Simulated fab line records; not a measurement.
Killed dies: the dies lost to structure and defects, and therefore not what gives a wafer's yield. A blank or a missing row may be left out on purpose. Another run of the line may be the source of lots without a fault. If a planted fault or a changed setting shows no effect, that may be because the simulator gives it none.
A struck lot beside a sound one | flow sky130 | 16 steps out of a route of 708
Sound: wafers L892.3, L892.5, L892.6. Struck: wafer L882.6 (left out: L882.4, L882.5 of the same lot, which were not struck); the cause appears at the end.
Per side, at each step with rows, come the tool, then ch with its chambers, and then its first start. Under that, the readings that differ: sound wafers | struck wafers | difference of the means | sigmas: that difference in standard deviations of wafers without a fault.
alike: a reading whose means differ by less than 2 such deviations, as well as words and numbers matching on both sides. not compared: withheld readings; readings where some wafer has no value; bounds like >300 that might hide an equal value; numbers whose values overlap and for which the record gives no deviation.
A row with sigmas, a row that says differs or no value, or rows on one side alone: a step with any of these is where the two part. Numbers that have no deviation but don't overlap get no sigmas and don't part them. A reading that every wafer of one side lacks parts them only if that side has two wafers or more.

first, 2 steps without rows for these wafers: SKY_METAL3_PEB_11; SKY_METAL3_DEVELOP_12 (develop time 60 s).
SKY_METAL3_CD_MEAS_13 targets a cd of 300 nm.
  sound on cd_sem-01, day 44 23:31; struck on cd_sem-02, day 41 15:07
  alike: cd_nm
SKY_METAL3_OVL_MEAS_14:
  sound on overlay-01, day 44 23:37; struck on overlay-01, day 41 15:11
  alike: METAL3_OVL
SKY_METAL3_DESCUM_15: chemistry O2, time 8 s.
  sound on rie_metal-02 ch 0,1, day 44 23:39; struck on rie_metal-04 ch 1, day 41 15:13
  reading                     | sound             | struck | difference | sigmas
  drypump_motor_current_A (A) | 5.4 5.5 5.4       | 6.3    | +0.9       | +2
  oes_product_au (a.u.)       | 0.981 0.979 0.995 | 1.025  | +0.040     | +2
  not compared: rf_hours_counter_h
then, 1 step without rows for these wafers: SKY_METAL3_ETCH_16 (etches BARC in N2/H2, stops on SiO2, time 88.2 s, target depth 60 nm).
SKY_METAL3_ETCH_17: etches SiO2 in C4F8/O2/Ar, stops on TiN, time 3.9 s, target depth 15 nm.
  sound on rie_diel-04 ch 0,1,3, day 44 23:46; struck on rie_diel-02 ch 0, day 41 15:20
  alike: oes_product_au
  not compared: rf_hours_counter_h
SKY_METAL3_METAL_ETCH_18: etches the open film in Cl2/BCl3, stops on SiO2, target depth 845 nm, time 183.1 s.
  sound on rie_metal-01 ch 0,1, day 44 23:50; struck on rie_metal-02 ch 1, day 41 15:25
  alike: drypump_motor_current_A, oes_product_au, throttle_valve_pct
  not compared: rf_hours_counter_h
SKY_METAL3_STRIP_19: strips in O2/N2.
  sound on plasma_asher-02 ch 0,1, day 45 00:04; struck on plasma_asher-03 ch 1, day 41 15:34
  alike: drypump_motor_current_A, oes_product_au, strip_time_to_endpoint_s
  not compared: rf_hours_counter_h
then, 3 steps without rows for these wafers: SKY_METAL3_STRIP_20 (strips in post etch residue remover, time 1200 s); SKY_METAL3_CLEAN_21 (cleans in IPA, time 180 s); SKY_METAL3_CLEAN_22 (cleans in O3/DIW).
SKY_VIA3_HDPCVD_00: deposits SiO2, target thk 1635 nm, time 272.5 s.
  sound on hdpcvd-01 ch 0,1, day 45 00:46; struck on hdpcvd-02 ch 1, day 41 16:14
  reading                                  | sound          | struck | difference | sigmas
  model.SiO2_of_VIA3_HDPCVD_00.thk_nm (nm) | 1640 1625 1621 | 805.1  | -823.6     |
SKY_VIA3_THK_MEAS_01:
  sound on film_metro-02, day 45 00:57; struck on film_metro-03, day 41 16:35
  reading              | sound          | struck | difference | sigmas
  VIA3_HDPCVD_THK (nm) | 1640 1625 1622 | 805    | -824       | -52
  not compared: hold
SKY_VIA3_CMP_02: polishes SiO2.
  sound on cmp-02 ch 0,2,3, day 45 01:16; struck on cmp-01 ch 2, day 41 19:34
  reading | sound | struck                   | difference                   | sigmas
  hold    | - - - | await_dispo/2.9h/release | no value on the sound wafers |
  alike: motor_current_A, platen_rpm
-- the record jumps here: 7 days lie between the struck wafers' starts before and after (it left off in module VIA3 and takes up again in module PAD_OPEN, whose first step shown is number 708 of the route) --
SKY_PAD_OPEN_PROBE_99:
  sound on prober-01, day 50 22:26; struck on prober-01, day 48 09:24
  reading                               | sound                | struck | difference | sigmas
  model.etest.met4_comb.leak_log10_a_um | -12.28 -11.99 -11.79 | -7.044 | +4.976     |

== WHERE THEY PART ==
First at SKY_METAL3_DESCUM_15; last, within this record, at SKY_VIA3_CMP_02.

WHY: whatever the simulator had introduced
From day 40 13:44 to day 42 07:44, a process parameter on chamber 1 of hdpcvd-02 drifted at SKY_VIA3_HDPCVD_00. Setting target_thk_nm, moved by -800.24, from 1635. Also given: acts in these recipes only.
